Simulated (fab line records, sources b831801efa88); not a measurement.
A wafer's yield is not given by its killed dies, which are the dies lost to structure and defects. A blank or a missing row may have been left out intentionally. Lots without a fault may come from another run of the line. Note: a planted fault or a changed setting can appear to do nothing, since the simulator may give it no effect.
Split-lot trial :: flow sfq_line :: 16 wafers read from 5 lots, route of 325 steps

== ABOUT THE SPLIT ==
At SFQ_TRILAYER_M2_LITHO_COAT_057 (resist thk 600 nm), the setting resist_thk_nm was moved away from the recipe's 600 nm on 3 of the 16 wafers read, by +3.0% to +3.9%. All remaining wafers had this setting at the recipe value.

== FROM SPLIT TO READING: 1 step shown by the file between the two ==
- SFQ_TRILAYER_M2_BARC_OPEN_METAL_ETCH_077: etches BARC in O2, target depth 125 nm, time 41.7 s (also split here: time_s)

== THE READING ==
KrF_of_TRILAYER_M2_LITHO_COAT_057.thk_nm (the simulator's own value, which no gauge read), in nm, at SFQ_TRILAYER_M2_ETCH_METAL_ETCH_060 (etches Nb in Cl2/Ar, stops on SiO2, target depth 240 nm, time 120 s). The file gives no usual value for it. Here, 13 wafers ran the recipe; their average is 386.2 nm with a standard deviation of 3 nm.

wafer: L075.1
tool, chamber at the split: litho_track-01, 0
resist_thk_nm as run, nm: 600
against the recipe: recipe
KrF_of_TRILAYER_M2_LITHO_COAT_057.thk_nm, nm: 388.6
against lot-mates on the recipe: -

wafer: L075.6
tool, chamber at the split: litho_track-01, 0
resist_thk_nm as run, nm: 600
against the recipe: recipe
KrF_of_TRILAYER_M2_LITHO_COAT_057.thk_nm, nm: 378
against lot-mates on the recipe: -

wafer: L078.4
tool, chamber at the split: litho_track-02, 0
resist_thk_nm as run, nm: 617.9
against the recipe: +3.0%
KrF_of_TRILAYER_M2_LITHO_COAT_057.thk_nm, nm: 396.1
against lot-mates on the recipe: +9.8

wafer: L078.5
tool, chamber at the split: litho_track-02, 0
resist_thk_nm as run, nm: 600
against the recipe: recipe
KrF_of_TRILAYER_M2_LITHO_COAT_057.thk_nm, nm: 386.3
against lot-mates on the recipe: -

wafer: L078.6
tool, chamber at the split: litho_track-02, 0
resist_thk_nm as run, nm: 617.9
against the recipe: +3.0%
KrF_of_TRILAYER_M2_LITHO_COAT_057.thk_nm, nm: 404
against lot-mates on the recipe: +17.7

wafer: L080.1
tool, chamber at the split: litho_track-01, 0
resist_thk_nm as run, nm: 600
against the recipe: recipe
KrF_of_TRILAYER_M2_LITHO_COAT_057.thk_nm, nm: 386.9
against lot-mates on the recipe: -

wafer: L080.3
tool, chamber at the split: litho_track-01, 0
resist_thk_nm as run, nm: 600
against the recipe: recipe
KrF_of_TRILAYER_M2_LITHO_COAT_057.thk_nm, nm: 387.3
against lot-mates on the recipe: -

wafer: L080.4
tool, chamber at the split: litho_track-01, 0
resist_thk_nm as run, nm: 600
against the recipe: recipe
KrF_of_TRILAYER_M2_LITHO_COAT_057.thk_nm, nm: 382.4
against lot-mates on the recipe: -

wafer: L083.1
tool, chamber at the split: litho_track-01, 0
resist_thk_nm as run, nm: 600
against the recipe: recipe
KrF_of_TRILAYER_M2_LITHO_COAT_057.thk_nm, nm: 386.6
against lot-mates on the recipe: -

wafer: L083.2
tool, chamber at the split: litho_track-01, 0
resist_thk_nm as run, nm: 600
against the recipe: recipe
KrF_of_TRILAYER_M2_LITHO_COAT_057.thk_nm, nm: 389.1
against lot-mates on the recipe: -

wafer: L083.3
tool, chamber at the split: litho_track-01, 0
resist_thk_nm as run, nm: 600
against the recipe: recipe
KrF_of_TRILAYER_M2_LITHO_COAT_057.thk_nm, nm: 385.1
against lot-mates on the recipe: -

wafer: L083.4
tool, chamber at the split: litho_track-01, 0
resist_thk_nm as run, nm: 600
against the recipe: recipe
KrF_of_TRILAYER_M2_LITHO_COAT_057.thk_nm, nm: 389.9
against lot-mates on the recipe: -

wafer: L083.5
tool, chamber at the split: litho_track-01, 0
resist_thk_nm as run, nm: 600
against the recipe: recipe
KrF_of_TRILAYER_M2_LITHO_COAT_057.thk_nm, nm: 385.7
against lot-mates on the recipe: -

wafer: L084.2
tool, chamber at the split: litho_track-02, 0
resist_thk_nm as run, nm: 600
against the recipe: recipe
KrF_of_TRILAYER_M2_LITHO_COAT_057.thk_nm, nm: 387.8
against lot-mates on the recipe: -

wafer: L084.3
tool, chamber at the split: litho_track-02, 0
resist_thk_nm as run, nm: 623.5
against the recipe: +3.9%
KrF_of_TRILAYER_M2_LITHO_COAT_057.thk_nm, nm: 417.8
against lot-mates on the recipe: +30.4

wafer: L084.6
tool, chamber at the split: litho_track-02, 0
resist_thk_nm as run, nm: 600
against the recipe: recipe
KrF_of_TRILAYER_M2_LITHO_COAT_057.thk_nm, nm: 387
against lot-mates on the recipe: -

THE FIT
A straight line over all 16 wafers: KrF_of_TRILAYER_M2_LITHO_COAT_057.thk_nm changes by +6.28 nm for each +1% of resist_thk_nm; r = +0.90; the points scatter about the line by 4.2 nm.
The same after taking each lot's own level away (the mean of its wafers on the recipe; 16 wafers): +6.12 nm for each +1%; r = +0.91; scatter 3.8 nm.
Per that fit: largest resist_thk_nm move, reading shift of 24 nm.
The span of the lots' own levels, 383.30 to 387.40 nm, comes to 1.4 times the standard deviation stated above.
So the lot-to-lot level changes the slope little: the two slopes agree.
Check: for one of the wafers moved furthest among these (+3.9%), held out of the fit, the line's prediction against its lot-mates is +18.1 nm. Against them it came out at +30.4 nm.

== THE OTHER SPLITS THESE WAFERS WENT THROUGH ==
Other splits were also applied to these wafers ahead of the reading. Each is held against what the fit with the lots' levels taken away leaves over:
other split on the same wafers: SFQ_TRILAYER_I1_VIA_LITHO_EXPOSE_050 dose_mj
wafers away from the commonest value: 4
r with KrF_of_TRILAYER_M2_LITHO_COAT_057.thk_nm (lot level and that fit taken away): -0.07

other split on the same wafers: SFQ_TRILAYER_M2_DEP_SPUTTER_055 time_s
wafers away from the commonest value: 0
r with KrF_of_TRILAYER_M2_LITHO_COAT_057.thk_nm (lot level and that fit taken away): -

other split on the same wafers: SFQ_TRILAYER_M2_BARC_OPEN_METAL_ETCH_077 time_s
wafers away from the commonest value: 4
r with KrF_of_TRILAYER_M2_LITHO_COAT_057.thk_nm (lot level and that fit taken away): -0.72

== THE WHOLE CHAIN: every reading that the file lists as answering this split, in the file's order ==
step: SFQ_TRILAYER_M2_LITHO_COAT_057
what it does: resist thk 600 nm
reading: KrF_of_TRILAYER_M2_LITHO_COAT_057.thk_nm (the simulator's own value, which no gauge read)
change (the file's fit): +5.66 nm for each +1% of the setting
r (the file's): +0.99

step: SFQ_TRILAYER_M2_BARC_OPEN_METAL_ETCH_077
what it does: etches BARC in O2, target depth 125 nm, time 41.7 s
reading: KrF_of_TRILAYER_M2_LITHO_COAT_057.thk_nm (the simulator's own value, which no gauge read)
change (the file's fit): +6.08 nm for each +1% of the setting
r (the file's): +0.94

step: SFQ_TRILAYER_M2_ETCH_METAL_ETCH_060
what it does: etches Nb in Cl2/Ar, stops on SiO2, target depth 240 nm, time 120 s
reading: KrF_of_TRILAYER_M2_LITHO_COAT_057.thk_nm (the simulator's own value, which no gauge read)
change (the file's fit): +6.6 nm for each +1% of the setting
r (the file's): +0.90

== THE FILE'S OWN FIT ==
KrF_of_TRILAYER_M2_LITHO_COAT_057.thk_nm changes by +6.6 nm for each +1% of resist_thk_nm, r = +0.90.
